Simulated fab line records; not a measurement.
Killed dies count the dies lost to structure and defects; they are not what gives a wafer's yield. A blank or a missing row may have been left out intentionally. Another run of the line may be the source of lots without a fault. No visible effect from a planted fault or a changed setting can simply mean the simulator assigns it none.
Matching of chambers    flow sky130    4 sister chambers for SKY_CONTACT_ETCH_16 on rieDiel-03
The step etches BARC in N2/H2, stops on SiO2, time 45.9 s, target depth 60 nm. 16 wafers are shown with their chamber, then 8 later ones without.

WAFERS PAIRED WITH THEIR CHAMBERS
wafer   chamber  drypumpMotorCurrentA (A)  rfFwdPowerW (W)  throttleValvePct (%)
L076.2  1        5.6                       497.7            13.218
L076.3  3        4.9                       491.1            13.229
L076.5  2        5.7                       495.0            13.219
L078.2  3        5.0                       492.1            13.211
L078.3  0        5.1                       494.9            13.231
L078.4  2        5.7                       495.3            13.233
L080.1  2        5.7                       498.5            13.223
L080.2  1        5.6                       495.5            13.220
L080.3  0        5.1                       496.9            13.232
L081.2  2        5.7                       494.3            13.227
L081.3  3        4.9                       494.7            13.225
L081.4  1        5.6                       497.1            13.226
L085.2  3        5.0                       492.7            13.216
L085.4  2        5.7                       495.0            13.219
L085.5  1        5.6                       497.2            13.241
L087.1  3        5.0                       490.3            13.227

SIGNATURES (averages over the wafers above)
reading               chamber 0  chamber 1  chamber 2  chamber 3  scatter within a chamber
drypumpMotorCurrentA  5.100      5.600      5.700      4.960      0.0316
rfFwdPowerW           495.900    496.875    495.620    492.180    1.5
throttleValvePct      13.23150   13.22625   13.22420   13.22160   0.00767
Rule: for each reading, subtract the chamber's mean from the wafer's reading, divide by that reading's scatter and square the result; add these up over the readings and take the root, which gives the wafer's distance from the chamber. If the next closest chamber is less than 2 further off than the closest, the wafer can't be placed; otherwise it belongs to the closest. The scatter: take each reading less its chamber's mean, square it, sum over the shown wafers, divide by the number of wafers less the number of chambers, and take the root.

WAFERS MISSING THEIR CHAMBER
wafer   drypumpMotorCurrentA (A)  rfFwdPowerW (W)  throttleValvePct (%)
L087.2  5.1                       496.2            13.223
L087.5  5.0                       490.0            13.215
L089.3  5.1                       496.8            13.231
L089.5  5.0                       490.6            13.218
L089.6  5.6                       496.8            13.228
L094.1  5.6                       498.7            13.214
L094.2  5.0                       492.6            13.220
L094.6  5.1                       497.5            13.231

WHICH CHAMBER EACH WENT THROUGH
wafer    from the rows above       in truth
L087.2   0                         0
L087.5   3                         3
L089.3   0                         0
L089.5   3                         3
L089.6   1                         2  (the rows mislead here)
L094.1   can't be placed: 1 or 2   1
L094.2   3                         3
L094.6   0                         0
Correct placement for 6 of the 8. These rows do not allow placing 1 (true chamber among the candidates in 1). Wrongly placed: 1.
